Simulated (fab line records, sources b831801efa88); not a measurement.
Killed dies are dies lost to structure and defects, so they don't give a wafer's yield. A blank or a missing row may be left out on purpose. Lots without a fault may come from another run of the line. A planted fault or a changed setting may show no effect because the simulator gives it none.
Which tool did it? | flow sky130 | 11 lots, 33 wafers sampled, at 4 steps of a route of 708

WHAT THE GAUGES READ, wafer by wafer
SKY_RES_PROTECT_TW_MEAS_08.
lot  | measured     | on            | POLY_GATE_TW
L158 | day 15 06:34 | film_metro-04 | 3985 3980 3989
L160 | day 16 00:30 | film_metro-03 | 4006 4003 3998
L161 | day 16 12:30 | film_metro-02 | 4132 4161 4160 4147 4139 4166
L162 | day 17 00:32 | film_metro-04 | 3970 3971 3965
L165 | day 18 00:02 | film_metro-02 | 4141 4155 4159 4138 4159 4120
L166 | day 19 03:17 | film_metro-02 | 4167 4153 4149 4160 4175 4174
L169 | day 20 03:59 | film_metro-02 | 4025 4029 4030
L171 | day 20 05:35 | film_metro-03 | 3977 4007 4006
L174 | day 21 17:12 | film_metro-02 | 4040 4039 4029
L177 | day 22 12:37 | film_metro-03 | 4007 4017 3998
L178 | day 22 20:23 | film_metro-03 | 3995 4011 3984

WHICH TOOL RAN EACH LOT (tool, then ch and the chambers of the sampled wafers, then the start)
lot  | SKY_VT_ADJUST_PCH_STRIP_09           | SKY_POLY_GATE_IMPLANT_02        | SKY_RES_PROTECT_STRIP_07
L158 | plasma_asher-03 ch 1, day 10 14:07   | implanter-01 ch 0, day 15 06:19 | plasma_asher-03 ch 1, day 15 06:28
L160 | plasma_asher-04 ch 0,1, day 11 06:45 | implanter-01 ch 0, day 16 00:18 | plasma_asher-04 ch 0,1, day 16 00:24
L161 | plasma_asher-02 ch 0,1, day 11 14:50 | implanter-02 ch 0, day 16 11:51 | plasma_asher-01 ch 0,1, day 16 12:24
L162 | plasma_asher-04 ch 0,1, day 12 00:55 | implanter-03 ch 0, day 17 00:17 | plasma_asher-01 ch 0,1, day 17 00:26
L165 | plasma_asher-03 ch 0,1, day 12 20:40 | implanter-03 ch 0, day 17 23:28 | plasma_asher-03 ch 0,1, day 17 23:56
L166 | plasma_asher-02 ch 0,1, day 13 22:55 | implanter-03 ch 0, day 19 02:43 | plasma_asher-04 ch 0,1, day 19 03:11
L169 | plasma_asher-02 ch 0,1, day 14 15:46 | implanter-02 ch 0, day 20 03:45 | plasma_asher-04 ch 0,1, day 20 03:53
L171 | plasma_asher-03 ch 0,1, day 14 22:25 | implanter-02 ch 0, day 20 05:20 | plasma_asher-03 ch 0,1, day 20 05:28
L174 | plasma_asher-02 ch 0,1, day 16 02:45 | implanter-03 ch 0, day 21 16:59 | plasma_asher-03 ch 0,1, day 21 17:07
L177 | plasma_asher-03 ch 0,1, day 17 01:34 | implanter-03 ch 0, day 22 12:22 | plasma_asher-04 ch 0,1, day 22 12:31
L178 | plasma_asher-03 ch 0,1, day 17 08:25 | implanter-01 ch 0, day 22 20:09 | plasma_asher-03 ch 0,1, day 22 20:16
- SKY_VT_ADJUST_PCH_STRIP_09: strips in O2/N2.
- SKY_POLY_GATE_IMPLANT_02
- SKY_RES_PROTECT_STRIP_07: strips in O2/N2.

THE ANSWER, worked out from the rows above alone
Rule: what is usual is taken from the lots themselves. Put in order of their means at a reading, lots are off if they are a third of the lots or fewer, leave a main group of 4 or more, and stand apart from it by a gap of 3 or more times the standard deviation of the main group's means; of several such gaps the widest counts. A main group whose means are all the same, to the digits that the tables above print for the reading, isn't used. A lot without any number at a reading at which 4 lots or more have one is off too. The other lots that the step has rows for count as sound.
Off: L161, L165, L166, at SKY_RES_PROTECT_TW_MEAS_08 (POLY_GATE_TW). The main group: mean 4003, standard deviation 20.
A tool fits if, at a process step before that reading, it ran every lot that is off, and no sound lot after the first of them. The gauges at SKY_RES_PROTECT_TW_MEAS_08 are tried like those tools. None of those tried fits.

WHAT THE SIMULATOR HAD PUT IN
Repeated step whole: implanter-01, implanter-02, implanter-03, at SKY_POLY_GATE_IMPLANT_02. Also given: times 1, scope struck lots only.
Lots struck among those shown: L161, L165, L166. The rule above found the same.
